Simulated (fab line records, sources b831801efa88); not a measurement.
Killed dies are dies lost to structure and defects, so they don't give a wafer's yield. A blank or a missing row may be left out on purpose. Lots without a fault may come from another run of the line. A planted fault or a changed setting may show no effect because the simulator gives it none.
Which tool did it? | flow gf180mcu | 13 lots, 39 wafers sampled, at 4 steps of a route of 602

WHAT THE GAUGES READ, wafer by wafer
GF_TOP_METAL_OVL_MEAS_15. Usual: TOP_METAL_OVL 0.4 nm, standard deviation 1.3.
lot  | measured     | on         | TOP_METAL_OVL (nm) | flag
L755 | day 28 15:07 | overlay-01 | -0.2 0.5 -1.7      |
L756 | day 29 06:58 | overlay-01 | 1.9 1.7 2.4        |
L757 | day 29 13:04 | overlay-01 | 1.9 2.6 1.2        |
L758 | day 30 08:26 | overlay-02 | 0.6 -1.1 -0.6      |
L760 | day 30 10:32 | overlay-02 | -0.4 -0.2 0.0      |
L761 | day 30 15:24 | overlay-01 | -1.3 0.1 -0.8      |
L762 | day 30 18:38 | overlay-01 | -0.3 0.0 1.4       |
L767 | day 32 03:01 | overlay-01 | -0.7 -0.1 -0.6     |
L768 | day 32 10:03 | overlay-01 | 0.6 0.8 1.5        |
L769 | day 32 19:06 | overlay-02 | 2.1 1.0 1.3        |
L773 | day 33 14:23 | overlay-01 | -0.1 -1.6 0.9      |
L775 | day 33 22:23 | overlay-02 | 0.2 -0.4 0.2       |
L776 | day 34 08:16 | overlay-02 | -0.8 -1.1 -0.4     |

WHICH TOOL RAN EACH LOT (tool, then ch and the chambers of the sampled wafers, then the start)
lot  | GF_MIM_SPUTTER_01            | GF_TOP_METAL_SPUTTER_02      | GF_TOP_METAL_SPUTTER_04
L755 | pvd_sputter-04, day 25 02:51 | pvd_sputter-01, day 27 19:22 | pvd_sputter-01, day 27 19:25
L756 | pvd_sputter-01, day 25 19:08 | pvd_sputter-03, day 28 11:55 | pvd_sputter-03, day 28 11:59
L757 | pvd_sputter-01, day 26 01:13 | pvd_sputter-04, day 28 17:25 | pvd_sputter-04, day 28 17:29
L758 | pvd_sputter-01, day 26 23:44 | pvd_sputter-01, day 29 14:40 | pvd_sputter-01, day 29 14:44
L760 | pvd_sputter-02, day 27 01:26 | pvd_sputter-03, day 29 15:46 | pvd_sputter-03, day 29 15:50
L761 | pvd_sputter-01, day 27 06:56 | pvd_sputter-03, day 29 21:10 | pvd_sputter-03, day 29 21:13
L762 | pvd_sputter-04, day 27 09:51 | pvd_sputter-03, day 30 00:20 | pvd_sputter-03, day 30 00:24
L767 | pvd_sputter-01, day 28 22:39 | pvd_sputter-04, day 31 10:16 | pvd_sputter-04, day 31 10:19
L768 | pvd_sputter-01, day 29 06:48 | pvd_sputter-04, day 31 17:29 | pvd_sputter-04, day 31 17:33
L769 | pvd_sputter-01, day 29 13:38 | pvd_sputter-04, day 32 02:49 | pvd_sputter-04, day 32 02:52
L773 | pvd_sputter-02, day 30 16:00 | pvd_sputter-01, day 32 22:37 | pvd_sputter-01, day 32 22:40
L775 | pvd_sputter-01, day 31 01:46 | pvd_sputter-04, day 33 06:28 | pvd_sputter-04, day 33 06:31
L776 | pvd_sputter-01, day 31 13:06 | pvd_sputter-03, day 33 17:14 | pvd_sputter-03, day 33 17:19
- GF_MIM_SPUTTER_01: material TiN, target thk 30 nm, time 25 s.
- GF_TOP_METAL_SPUTTER_02: material AlCu, target thk 900 nm, time 47.82 s.
- GF_TOP_METAL_SPUTTER_04: material TiN, target thk 25 nm, time 20.8 s.

WHAT THE TOOLS THEMSELVES READ (means of the sampled wafers that have a number; where no wafer has one, the mark that the record gives instead)
GF_MIM_SPUTTER_01. Usual: throttle_valve_pct 29.9 %, standard deviation 0.77.
lot  | tool           | throttle_valve_pct (%) | flag
L755 | pvd_sputter-04 | 30.5                   |
L756 | pvd_sputter-01 | 29.8                   |
L757 | pvd_sputter-01 | 30.0                   |
L758 | pvd_sputter-01 | 29.8                   |
L760 | pvd_sputter-02 | 30.1                   |
L761 | pvd_sputter-01 | 30.3                   |
L762 | pvd_sputter-04 | 29.6                   |
L767 | pvd_sputter-01 | 30.0                   |
L768 | pvd_sputter-01 | 29.7                   |
L769 | pvd_sputter-01 | 29.8                   |
L773 | pvd_sputter-02 | 29.2                   |
L775 | pvd_sputter-01 | 30.5                   |
L776 | pvd_sputter-01 | 29.6                   |

GF_TOP_METAL_SPUTTER_02. Usual: throttle_valve_pct 29.7 %, standard deviation 0.75.
lot  | tool           | throttle_valve_pct (%) | flag
L755 | pvd_sputter-01 | 29.9                   |
L756 | pvd_sputter-03 | 29.4                   |
L757 | pvd_sputter-04 | 30.0                   |
L758 | pvd_sputter-01 | 29.9                   |
L760 | pvd_sputter-03 | 29.0                   |
L761 | pvd_sputter-03 | 29.4                   |
L762 | pvd_sputter-03 | 29.3                   |
L767 | pvd_sputter-04 | 30.0                   |
L768 | pvd_sputter-04 | 29.9                   |
L769 | pvd_sputter-04 | 29.6                   |
L773 | pvd_sputter-01 | 29.6                   |
L775 | pvd_sputter-04 | 30.4                   |
L776 | pvd_sputter-03 | 29.1                   |

GF_TOP_METAL_SPUTTER_04. Usual: throttle_valve_pct 29.7 %, standard deviation 0.74.
lot  | tool           | throttle_valve_pct (%) | flag
L755 | pvd_sputter-01 | 30.0                   |
L756 | pvd_sputter-03 | 29.3                   |
L757 | pvd_sputter-04 | 29.9                   |
L758 | pvd_sputter-01 | 29.9                   |
L760 | pvd_sputter-03 | 29.0                   |
L761 | pvd_sputter-03 | 29.2                   |
L762 | pvd_sputter-03 | 29.2                   |
L767 | pvd_sputter-04 | 30.1                   |
L768 | pvd_sputter-04 | 30.0                   |
L769 | pvd_sputter-04 | 29.8                   |
L773 | pvd_sputter-01 | 29.5                   |
L775 | pvd_sputter-04 | 30.5                   |
L776 | pvd_sputter-03 | 29.1                   |

THE ANSWER, worked out from the rows above alone
Rule: a lot is off if the mean of its wafers that have a number lies more than 3 standard deviations from the usual mean. A lot without any number at a reading at which 4 lots or more have one is off too. The other lots that the step has rows for count as sound. The gauges are gone through in route order, then the tools' own readings, and for those a lot's mean is taken as printed above. The first step at which some lot is off is used, and at that step the reading that is off furthest; a lot without a number counts as furthest.
No lot is off at any reading shown: from this, nothing can be told.

WHAT THE SIMULATOR HAD PUT IN
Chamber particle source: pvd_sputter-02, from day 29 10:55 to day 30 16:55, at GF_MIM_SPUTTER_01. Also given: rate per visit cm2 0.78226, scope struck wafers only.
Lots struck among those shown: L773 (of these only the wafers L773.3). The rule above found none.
